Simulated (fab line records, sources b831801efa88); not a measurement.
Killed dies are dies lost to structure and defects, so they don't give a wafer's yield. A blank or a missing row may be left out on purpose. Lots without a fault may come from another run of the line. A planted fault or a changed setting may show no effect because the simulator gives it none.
Chamber matching | flow gf180mcu | GF_V4_CMP_04 on cmp-01: 4 sister chambers
The step polishes SiO2. 8 wafers are shown with their chamber, then 9 later ones without.

WAFERS WITH THEIR CHAMBER
wafer  | chamber | motor_current_A (A) | retaining_ring_pressure_frac
L922.1 | 3       | 12.3                | 1.005
L924.6 | 3       | 12.0                | 0.999
L927.5 | 1       | 11.6                | 1.001
L927.6 | 2       | 11.1                | 1.001
L929.1 | 2       | 11.4                | 1.003
L938.2 | 0       | 14.4                | 0.995
L938.5 | 1       | 11.9                | 1.006
L938.6 | 0       | 13.6                | 0.989

WAFERS WITHOUT THEIR CHAMBER
wafer  | motor_current_A (A) | retaining_ring_pressure_frac
L939.1 | 10.7                | 0.992
L939.3 | 13.4                | 0.999
L939.4 | 11.4                | 1.001
L941.1 | 13.8                | 0.999
L941.3 | 11.4                | 1.001
L941.6 | 13.9                | 0.992
L942.1 | 13.4                | 1.000
L942.2 | 11.9                | 0.999
L942.6 | 11.8                | 0.999

WHICH CHAMBER EACH WENT THROUGH
wafer  | from the rows above          | in truth
L939.1 | can't be placed: 2 or 1 or 3 | 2
L939.3 | can't be placed: 0 or 3      | 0
L939.4 | can't be placed: 2 or 1 or 3 | 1
L941.1 | 0                            | 0
L941.3 | can't be placed: 2 or 1 or 3 | 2
L941.6 | 0                            | 0
L942.1 | can't be placed: 0 or 3      | 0
L942.2 | can't be placed: 3 or 1 or 2 | 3
L942.6 | can't be placed: 1 or 3 or 2 | 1
Placed correctly: 2 of 9. Can't be placed from these rows: 7 (the true chamber is among the candidates in 7). Placed wrongly: 0.
How it was worked out, from the rows above alone: a wafer's distance from a chamber is the root of the sum, over the readings, of the square of ((its reading less the chamber's mean) divided by the reading's scatter). The wafer belongs to the nearest chamber; if the next one is less than 2 further off, it can't be placed. A chamber's mean is the mean of its shown wafers. The scatter: the root of (the sum of the squares of (reading less its chamber's mean) over the shown wafers, divided by (wafers less chambers)).
